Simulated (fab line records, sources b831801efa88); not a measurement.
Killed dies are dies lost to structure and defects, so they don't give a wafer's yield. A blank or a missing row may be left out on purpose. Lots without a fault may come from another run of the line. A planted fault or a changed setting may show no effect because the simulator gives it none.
fab line records | flow sky130
record lots=24 wafers=72 last_day=50
route steps=708 shown FIELD_ISO@28 SONOS_TUNNEL@166 LDD_LDN@302 METAL2@486 METAL4@600
lots that met no fault: from a run of the same line without faults
start_h: hours from the record's first day to the start of the lot's first wafer shown | wait_h: hours since the lot's step before | " the same as in the row above | L1.1+2: a row that stands for several wafers | - no value, or no start given | * or withheld: withheld | < > ~ a bound
route shown NAME@n: a module of which the file shows steps, and the number in the route of the first | usual: mean/standard deviation of fault-free wafers | same: alike in all rows | chamber/n: place in a boat | sites: the reading at each site | _std_site: their standard deviation | _edge_site: outer sites' mean less inner sites' | radius_mm: how far each site lies from the wafer's centre | mask NAME#n: copy n | behind: the tool/chamber that last shaped the wafer | hold: why the lot was held/for how many hours/how that ended | device: the transistor (n, p or np) that didn't switch | end of line: the same wafers' tests at the end of the route | a step without rows: its recipe alone | killed: dies lost to structure and defects at the first sort, not the wafer's yield | map: a wafer's dies, x killed, . not, _ none there
set.NAME: the setting as run; set.NAME@STEP: as run at that earlier step | model.NAME: the simulator's own value behind a step, which no gauge read
steps of the route over a sample of lots; a table a step, a row a wafer
services: from which hour (start_h, from the record's first day; less than 0 if before it) a tool's chamber was out of use, for how many hours, and why
## steps
# step SKY_FIELD_ISO_CMP_27
# recipe stop_on=Si3N4 t_overpolish_s=16 down_force_psi=4 platen_rpm=60 target_thk_nm=457.8 pad_velocity_m_s=0.94248
# usual edge_zone_pressure_frac=0.999/0.0046 motor_current_A=12.5/1.6 overpolish_run_s=16.000/0.01 time_to_endpoint_s=112/4.2
# columns lot.wafer tool chamber start_h wait_h edge_zone_pressure_frac motor_current_A overpolish_run_s time_to_endpoint_s
L074.3 cmp-02 2 36.02 0.0 0.997 10.6 16.000 113
L074.4 " 3 " " 1.003 12.2 15.991 106
L074.1 " 1 " " 0.993 12.6 16.001 110
L075.4 cmp-01 1 38.89 0.0 0.996 12.0 15.986 117
L075.6 " 1 " " 0.996 12.5 16.005 117
L075.5 " 2 " " 1.000 11.9 16.007 113
L076.3 cmp-02 2 45.99 0.1 1.002 10.9 15.989 108
L076.6 " 0 " " 0.991 15.0 16.002 109
L076.5 " 1 " " 1.004 12.9 16.002 110
L077.1 cmp-01 1 50.91 0.1 1.002 12.1 15.998 120
L077.5 " 2 " " 0.995 11.6 16.013 115
L077.6 " 3 " " 1.001 10.9 15.983 119
L078.2 cmp-02 3 55.64 0.0 1.000 11.3 15.991 101
L078.3 " 2 " " 1.000 10.6 16.007 111
L078.5 " 0 " " 1.005 14.5 16.001 112
L079.2 cmp-02 2 61.45 0.0 0.999 10.5 15.999 114
L079.1 " 0 " " 1.001 14.8 15.995 110
L079.6 " 3 " " 1.006 11.2 16.016 105
L080.4 cmp-01 3 65.57 0.0 0.995 11.6 15.994 118
L080.3 " 0 " " 0.997 14.7 16.000 111
L080.1 " 1 " " 1.007 11.6 16.000 121
L081.1 cmp-01 3 70.21 0.1 0.995 10.9 16.006 120
L081.4 " 0 " " 1.006 15.4 15.975 111
L081.3 " 1 " " 1.002 12.4 15.998 122
L082.3 cmp-02 3 75.75 0.1 0.997 11.9 15.993 112
L082.5 " 1 " " 1.003 13.2 16.003 114
L082.6 " 2 " " 0.998 10.9 15.992 116
L083.4 cmp-02 3 89.54 0.0 0.997 12.0 16.008 110
L083.2 " 0 " " 1.000 15.3 15.999 114
L083.3 " 2 " " 1.005 10.7 16.009 116
L084.4 cmp-01 3 91.04 0.0 0.999 11.4 15.988 114
L084.2 " 2 " " 1.000 12.7 16.007 111
L084.5 " 0 " " 0.993 15.1 15.999 106
L085.3 cmp-02 1 91.04 0.0 0.999 13.2 16.001 108
L085.4 " 2 " " 1.005 10.8 15.998 111
L085.2 " 0 " " 0.997 14.9 15.996 109
L086.4 cmp-02 2 93.95 0.1 1.007 10.3 16.006 112
L086.2 " 0 " " 1.004 15.4 16.005 110
L086.5 " 2 " " 0.999 11.0 16.003 111
L087.1 cmp-01 3 105.01 0.1 0.993 10.5 16.009 116
L087.3 " 1 " " 0.998 11.8 16.008 117
L087.5 " 2 " " 1.002 12.5 15.998 113
L088.3 cmp-02 2 109.62 0.0 0.996 10.4 16.011 117
L088.4 " 1 " " 1.003 13.2 15.988 116
L088.5 " 2 " " 1.000 11.3 15.988 120
L089.1 cmp-01 2 111.50 0.0 0.997 13.0 16.003 112
L089.2 " 0 " " 1.004 15.3 15.998 103
L089.4 " 1 " " 1.000 12.0 15.996 115
L090.2 cmp-01 3 117.62 0.0 1.004 11.5 15.997 109
L090.3 " 2 " " 1.000 13.3 16.004 108
L090.6 " 0 " " 0.995 15.0 15.997 107
L091.1 cmp-02 1 126.36 0.0 0.997 13.0 16.014 111
L091.4 " 2 " " 1.002 10.4 16.042 110
L091.5 " 1 " " 0.998 12.8 15.989 116
L092.3 cmp-02 3 129.30 0.3 1.004 12.0 15.988 108
L092.4 " 0 " " 0.987 15.1 15.988 111
L092.5 " 3 " " 0.998 11.9 16.001 102
L093.1 cmp-02 0 133.35 0.0 1.005 14.9 16.000 113
L093.2 " 2 " " 1.002 10.8 15.994 110
L093.5 " 0 " " 1.004 15.1 15.994 114
L094.1 cmp-01 0 138.03 0.1 0.998 15.5 16.005 103
L094.6 " 3 " " 1.006 11.7 16.000 114
L094.5 " 0 " " 0.998 15.6 15.995 103
L095.4 cmp-02 1 143.92 0.3 0.997 12.5 16.005 110
L095.1 " 2 " " 1.005 10.8 15.993 117
L095.3 " 0 " " 1.000 15.0 15.993 114
L096.2 cmp-02 2 150.88 0.1 0.999 10.5 16.009 108
L096.1 " 0 " " 1.000 15.3 15.986 112
L096.5 " 2 " " 0.991 10.6 16.019 110
L097.4 cmp-02 3 155.92 0.1 0.991 12.2 16.003 110
L097.2 " 1 " " 0.995 11.7 16.011 115
L097.6 " 3 " " 0.993 11.9 16.014 107
# step SKY_SONOS_TUNNEL_TW_MEAS_12
# usual SONOS_TUNNEL_TW=196.6/2
# columns lot.wafer tool chamber start_h wait_h SONOS_TUNNEL_TW
L074.1 film_metro-04 - 249.15 0.0 197.5
L074.3 " - " " 196.8
L074.4 " - " " 197.9
L075.4 film_metro-04 - 255.70 0.0 195.9
L075.5 " - " " 195.8
L075.6 " - " " 196.3
L076.3 film_metro-01 - 269.39 0.0 198.3
L076.5 " - " " 198.6
L076.6 " - " " 198.8
L077.1 film_metro-04 - 270.51 0.0 196.0
L077.5 " - " " 197.0
L077.6 " - " " 195.7
L078.2 film_metro-03 - 281.20 0.0 193.6
L078.3 " - " " 193.1
L078.5 " - " " 192.4
L079.1 film_metro-01 - 286.26 0.0 198.2
L079.2 " - " " 198.2
L079.6 " - " " 198.5
L080.1 film_metro-03 - 293.63 0.0 195.2
L080.3 " - " " 194.1
L080.4 " - " " 194.4
L081.1 film_metro-04 - 304.32 0.0 196.5
L081.3 " - " " 198.1
L081.4 " - " " 197.1
L082.3 film_metro-03 - 316.68 0.0 193.5
L082.5 " - " " 193.7
L082.6 " - " " 193.8
L083.2 film_metro-03 - 334.61 0.0 195.1
L083.3 " - " " 193.6
L083.4 " - " " 194.9
L085.2 film_metro-01 - 335.40 0.0 196.9
L085.3 " - " " 197.6
L085.4 " - " " 197.6
L084.2 film_metro-01 - 338.31 0.0 198.2
L084.4 " - " " 199.0
L084.5 " - " " 200.0
L086.2 film_metro-01 - 339.73 0.0 199.1
L086.4 " - " " 199.2
L086.5 " - " " 199.3
L087.1 film_metro-03 - 357.12 0.0 194.8
L087.3 " - " " 195.3
L087.5 " - " " 194.3
L088.3 film_metro-03 - 364.34 0.0 196.4
L088.4 " - " " 195.5
L088.5 " - " " 196.1
L089.1 film_metro-03 - 366.22 0.0 196.9
L089.2 " - " " 196.1
L089.4 " - " " 197.0
L090.2 film_metro-04 - 372.71 0.0 197.9
L090.3 " - " " 197.1
L090.6 " - " " 198.4
L091.1 film_metro-01 - 390.92 0.0 199.7
L091.4 " - " " 198.2
L091.5 " - " " 199.0
L092.3 film_metro-03 - 393.33 0.0 194.9
L092.4 " - " " 194.3
L092.5 " - " " 193.1
L093.1 film_metro-01 - 398.35 0.0 200.4
L093.2 " - " " 198.1
L093.5 " - " " 198.4
L094.1 film_metro-01 - 408.24 0.0 199.2
L094.5 " - " " 197.8
L094.6 " - " " 198.2
L095.1 film_metro-04 - 413.42 0.0 195.6
L095.3 " - " " 194.7
L095.4 " - " " 194.4
L096.1 film_metro-04 - 426.25 0.0 193.3
L096.2 " - " " 194.8
L096.5 " - " " 194.8
L097.2 film_metro-04 - 433.24 0.0 197.5
L097.4 " - " " 197.7
L097.6 " - " " 198.0
# step SKY_LDD_LDN_TW_MEAS_13
# usual LDD_LDN_TW=1479/11
# columns lot.wafer tool chamber start_h wait_h LDD_LDN_TW
L074.1 film_metro-01 - 523.40 0.1 1498
L074.3 " - " " 1497
L074.4 " - " " 1488
L075.4 film_metro-02 - 528.23 0.1 1471
L075.5 " - " " 1470
L075.6 " - " " 1471
L076.3 film_metro-02 - 545.84 0.1 1467
L076.5 " - " " 1472
L076.6 " - " " 1471
L077.1 film_metro-01 - 550.62 0.1 1480
L077.5 " - " " 1480
L077.6 " - " " 1481
L078.2 film_metro-01 - 574.33 0.1 1482
L078.3 " - " " 1487
L078.5 " - " " 1495
L079.1 film_metro-02 - 574.50 0.1 1468
L079.2 " - " " 1470
L079.6 " - " " 1464
L080.1 film_metro-02 - 581.85 0.1 1456
L080.3 " - " " 1466
L080.4 " - " " 1467
L081.1 film_metro-02 - 589.02 0.1 1467
L081.3 " - " " 1470
L081.4 " - " " 1467
L082.3 film_metro-02 - 600.14 0.1 1461
L082.5 " - " " 1474
L082.6 " - " " 1472
L083.2 film_metro-02 - 614.88 0.1 1467
L083.3 " - " " 1472
L083.4 " - " " 1472
L085.2 film_metro-01 - 619.16 0.1 1486
L085.3 " - " " 1485
L085.4 " - " " 1486
L084.2 film_metro-04 - 622.38 0.1 1478
L084.4 " - " " 1477
L084.5 " - " " 1482
L086.2 film_metro-01 - 625.78 0.1 1492
L086.4 " - " " 1499
L086.5 " - " " 1490
L087.1 film_metro-01 - 639.09 0.1 1498
L087.3 " - " " 1489
L087.5 " - " " 1491
L088.3 film_metro-04 - 649.57 0.1 1476
L088.4 " - " " 1475
L088.5 " - " " 1474
L089.1 film_metro-01 - 661.50 0.1 1487
L089.2 " - " " 1489
L089.4 " - " " 1489
L090.2 film_metro-01 - 665.63 0.1 1490
L090.3 " - " " 1483
L090.6 " - " " 1487
L091.1 film_metro-02 - 673.47 0.1 1467
L091.4 " - " " 1467
L091.5 " - " " 1463
L092.3 film_metro-04 - 681.07 0.1 1475
L092.4 " - " " 1477
L092.5 " - " " 1476
L093.1 film_metro-01 - 683.50 0.1 1502
L093.2 " - " " 1498
L093.5 " - " " 1502
L094.1 film_metro-04 - 687.92 0.1 1482
L094.5 " - " " 1487
L094.6 " - " " 1490
L095.1 film_metro-04 - 693.90 0.1 1476
L095.3 " - " " 1475
L095.4 " - " " 1483
L096.1 film_metro-02 - 707.45 0.1 1461
L096.2 " - " " 1461
L096.5 " - " " 1466
L097.2 film_metro-02 - 722.81 0.1 1480
L097.4 " - " " 1473
L097.6 " - " " 1478
# step SKY_METAL2_SPUTTER_03
# recipe material=Ti target_thk_nm=5 power_w=3000 time_s=3.3 chamber_pressure_pa=0.4
# usual throttle_valve_pct=30.1/1.2
# columns lot.wafer tool chamber start_h wait_h throttle_valve_pct
L074.1 pvd_sputter-04 - 790.21 0.0 28.8
L074.3 " - " " 29.4
L074.4 " - " " 30.4
L075.4 pvd_sputter-02 - 791.78 0.0 28.8
L075.5 " - " " 29.6
L075.6 " - " " 28.7
L076.3 pvd_sputter-04 - 812.68 0.0 29.7
L076.5 " - " " 29.4
L076.6 " - " " 29.8
L077.1 pvd_sputter-01 - 814.01 0.0 32.5
L077.5 " - " " 32.6
L077.6 " - " " 30.2
L078.2 pvd_sputter-04 - 836.18 0.0 29.4
L078.3 " - " " 28.8
L078.5 " - " " 28.8
L079.1 pvd_sputter-04 - 838.06 0.0 28.6
L079.2 " - " " 29.4
L079.6 " - " " 29.4
L080.1 pvd_sputter-01 - 842.13 0.0 28.8
L080.3 " - " " 30.3
L080.4 " - " " 31.3
L081.1 pvd_sputter-02 - 847.53 0.0 30.3
L081.3 " - " " 31.4
L081.4 " - " " 28.5
L082.3 pvd_sputter-01 - 860.53 0.0 28.6
L082.5 " - " " 32.6
L082.6 " - " " 28.7
L083.2 pvd_sputter-01 - 873.38 0.0 32.3
L083.3 " - " " 30.6
L083.4 " - " " 28.6
L085.2 pvd_sputter-04 - 880.64 0.0 29.1
L085.3 " - " " 30.2
L085.4 " - " " 29.6
L084.2 pvd_sputter-02 - 881.34 0.0 29.8
L084.4 " - " " 31.5
L084.5 " - " " 29.9
L086.2 pvd_sputter-04 - 882.34 0.0 29.5
L086.4 " - " " 30.5
L086.5 " - " " 30.3
L087.1 pvd_sputter-02 - 899.08 0.0 31.2
L087.3 " - " " 31.1
L087.5 " - " " 31.3
L088.3 pvd_sputter-02 - 905.96 0.0 30.0
L088.4 " - " " 31.3
L088.5 " - " " 29.9
L089.1 pvd_sputter-02 - 912.41 0.0 30.0
L089.2 " - " " 31.4
L089.4 " - " " 28.5
L090.2 pvd_sputter-01 - 918.69 0.0 32.5
L090.3 " - " " 31.5
L090.6 " - " " 31.5
L091.1 pvd_sputter-02 - 926.01 0.0 29.9
L091.4 " - " " 31.3
L091.5 " - " " 29.8
L092.3 pvd_sputter-01 - 930.35 0.0 32.8
L092.4 " - " " 30.2
L092.5 " - " " 32.8
L093.1 pvd_sputter-04 - 933.39 0.0 29.7
L093.2 " - " " 28.7
L093.5 " - " " 30.4
L094.1 pvd_sputter-01 - 936.83 0.0 32.8
L094.5 " - " " 30.0
L094.6 " - " " 31.6
L095.1 pvd_sputter-02 - 941.99 0.0 29.9
L095.3 " - " " 31.4
L095.4 " - " " 28.6
L096.1 pvd_sputter-04 - 954.64 0.0 30.2
L096.2 " - " " 29.2
L096.5 " - " " 29.6
L097.2 pvd_sputter-04 - 968.93 0.0 29.4
L097.4 " - " " 29.4
L097.6 " - " " 30.1
# step SKY_METAL4_SPUTTER_02
# recipe material=AlCu target_thk_nm=735 power_w=10600 time_s=39.1 chamber_pressure_pa=0.4
# usual throttle_valve_pct=30.3/1.2
# columns lot.wafer tool chamber start_h wait_h throttle_valve_pct
L074.1 pvd_sputter-03 - 927.50 0.0 29.3
L074.3 " - " " 31.5
L074.4 " - " " 29.6
L075.4 pvd_sputter-01 - 928.66 0.0 30.0
L075.5 " - " " 30.3
L075.6 " - " " 32.6
L076.3 pvd_sputter-04 - 946.74 0.0 29.5
L076.5 " - " " 29.3
L076.6 " - " " 30.3
L077.1 pvd_sputter-03 - 949.58 0.0 31.5
L077.5 " - " " 29.5
L077.6 " - " " 29.6
L078.2 pvd_sputter-03 - 969.03 0.0 31.1
L078.3 " - " " 29.6
L078.5 " - " " 31.3
L079.1 pvd_sputter-01 - 970.50 0.0 31.4
L079.2 " - " " 28.5
L079.6 " - " " 32.7
L080.1 pvd_sputter-01 - 974.70 0.0 29.9
L080.3 " - " " 28.8
L080.4 " - " " 31.7
L081.1 pvd_sputter-01 - 979.61 0.0 28.6
L081.3 " - " " 30.3
L081.4 " - " " 31.0
L082.3 pvd_sputter-01 - 989.66 0.0 28.3
L082.5 " - " " 32.6
L082.6 " - " " 30.1
L083.2 pvd_sputter-03 - 1003.34 0.0 31.3
L083.3 " - " " 29.7
L083.4 " - " " 31.5
L085.2 pvd_sputter-04 - 1009.62 0.0 29.8
L085.3 " - " " 29.1
L085.4 " - " " 29.4
L084.2 pvd_sputter-03 - 1010.85 0.0 31.4
L084.4 " - " " 31.6
L084.5 " - " " 31.5
L086.2 pvd_sputter-04 - 1011.14 0.0 29.7
L086.4 " - " " 29.4
L086.5 " - " " 29.1
L087.1 pvd_sputter-03 - 1025.75 0.0 31.2
L087.3 " - " " 29.5
L087.5 " - " " 29.5
L088.3 pvd_sputter-04 - 1032.05 0.0 29.7
L088.4 " - " " 29.4
L088.5 " - " " 29.1
L089.1 pvd_sputter-03 - 1037.79 0.0 31.4
L089.2 " - " " 29.9
L089.4 " - " " 29.3
L090.2 pvd_sputter-03 - 1043.94 0.0 31.6
L090.3 " - " " 29.8
L090.6 " - " " 29.7
L091.1 pvd_sputter-03 - 1050.00 0.0 29.7
L091.4 " - " " 29.4
L091.5 " - " " 31.5
L092.3 pvd_sputter-04 - 1054.88 0.0 28.9
L092.4 " - " " 29.5
L092.5 " - " " 28.5
L093.1 pvd_sputter-04 - 1057.76 0.0 28.8
L093.2 " - " " 29.4
L093.5 " - " " 29.5
L094.1 pvd_sputter-03 - 1060.58 0.0 29.7
L094.5 " - " " 31.1
L094.6 " - " " 29.7
L095.1 pvd_sputter-04 - 1063.59 0.0 29.5
L095.3 " - " " 29.5
L095.4 " - " " 28.9
L096.1 pvd_sputter-01 - 1075.15 0.0 30.3
L096.2 " - " " 28.7
L096.5 " - " " 32.8
L097.2 pvd_sputter-01 - 1087.06 0.0 28.9
L097.4 " - " " 30.2
L097.6 " - " " 32.5
# step SKY_METAL4_CD_MEAS_13
# recipe target_cd_nm=300
# usual cd_nm=300.4/1.2
# columns lot.wafer tool chamber start_h wait_h cd_nm
L074.1 cd_sem-01 - 977.13 - 301.5
L074.3 " - " " 300.1
L074.4 " - " " 299.8
L075.4 cd_sem-02 - 977.55 - 302.1
L075.5 " - " " 301.3
L075.6 " - " " 301.3
L076.3 cd_sem-01 - 995.22 - 299.4
L076.5 " - " " 299.8
L076.6 " - " " 298.8
L077.1 cd_sem-01 - 997.73 - 299.5
L077.5 " - " " 300.7
L077.6 " - " " 300.0
L078.2 cd_sem-02 - 1016.45 - 298.3
L078.3 " - " " 296.1
L078.5 " - " " 298.3
L079.1 cd_sem-01 - 1017.68 - 301.1
L079.2 " - " " 302.6
L079.6 " - " " 300.9
L080.1 cd_sem-01 - 1021.69 - 300.8
L080.3 " - " " 301.2
L080.4 " - " " 300.1
L081.1 cd_sem-02 - 1026.68 - 301.9
L081.3 " - " " 303.3
L081.4 " - " " 301.7
L082.3 cd_sem-02 - 1035.85 - 299.8
L082.5 " - " " 299.2
L082.6 " - " " 300.9
L083.2 cd_sem-02 - 1050.13 - 301.3
L083.3 " - " " 299.0
L083.4 " - " " 300.5
L085.2 cd_sem-02 - 1055.41 - 299.0
L085.3 " - " " 301.0
L085.4 " - " " 300.7
L084.2 cd_sem-02 - 1056.28 - 300.4
L084.4 " - " " 301.0
L084.5 " - " " 300.6
L086.2 cd_sem-02 - 1056.63 - 299.9
L086.4 " - " " 300.2
L086.5 " - " " 300.4
L087.1 cd_sem-01 - 1069.29 - 302.1
L087.3 " - " " 300.5
L087.5 " - " " 299.1
L088.3 cd_sem-01 - 1075.45 - 300.9
L088.4 " - " " 300.6
L088.5 " - " " 300.8
L089.1 cd_sem-02 - 1081.13 - 300.2
L089.2 " - " " 298.4
L089.4 " - " " 299.2
L090.2 cd_sem-02 - 1087.61 - 300.7
L090.3 " - " " 301.5
L090.6 " - " " 301.7
L091.1 cd_sem-02 - 1092.49 - 297.6
L091.4 " - " " 299.6
L091.5 " - " " 298.5
L092.3 cd_sem-01 - 1097.77 - 300.3
L092.4 " - " " 300.1
L092.5 " - " " 300.2
L093.1 cd_sem-02 - 1099.98 - 302.1
L093.2 " - " " 300.9
L093.5 " - " " 302.0
L094.1 cd_sem-02 - 1102.27 - 301.5
L094.5 " - " " 301.5
L094.6 " - " " 300.1
L095.1 cd_sem-02 - 1105.27 - 300.3
L095.3 " - " " 300.8
L095.4 " - " " 300.5
L096.1 cd_sem-01 - 1116.19 - 300.9
L096.2 " - " " 301.0
L096.5 " - " " 299.4
L097.2 cd_sem-01 - 1127.60 - 299.5
L097.4 " - " " 299.9
L097.6 " - " " 301.6
## services
# columns tool chamber start_h hours kind
cmp-02 - 18.75 1.0 repair
pvd_sputter-04 - 32.79 2.2 repair
cmp-02 - 51.22 1.9 repair
cmp-02 - 62.39 5.7 pm
cmp-02 - 68.49 0.3 repair
cmp-02 - 173.20 2.2 repair
cmp-02 - 178.15 2.0 repair
cmp-02 - 215.57 2.3 repair
cmp-02 - 233.54 4.0 pm
cmp-02 - 256.59 8.2 pm
cmp-02 - 319.82 1.2 repair
pvd_sputter-04 - 342.50 1.8 repair
cmp-02 - 352.35 1.6 repair
pvd_sputter-04 - 418.97 3.6 repair
cmp-02 - 452.55 4.4 repair
cmp-02 - 456.96 13.1 pm
cmp-02 - 535.39 1.0 repair
pvd_sputter-04 - 550.62 0.6 repair
pvd_sputter-04 - 554.13 2.5 repair
cmp-02 - 573.54 4.0 pm
cmp-02 - 608.27 0.5 repair
pvd_sputter-04 - 730.41 1.4 repair
pvd_sputter-04 - 800.11 2.0 repair
pvd_sputter-04 - 966.98 1.2 repair
## key
fault none
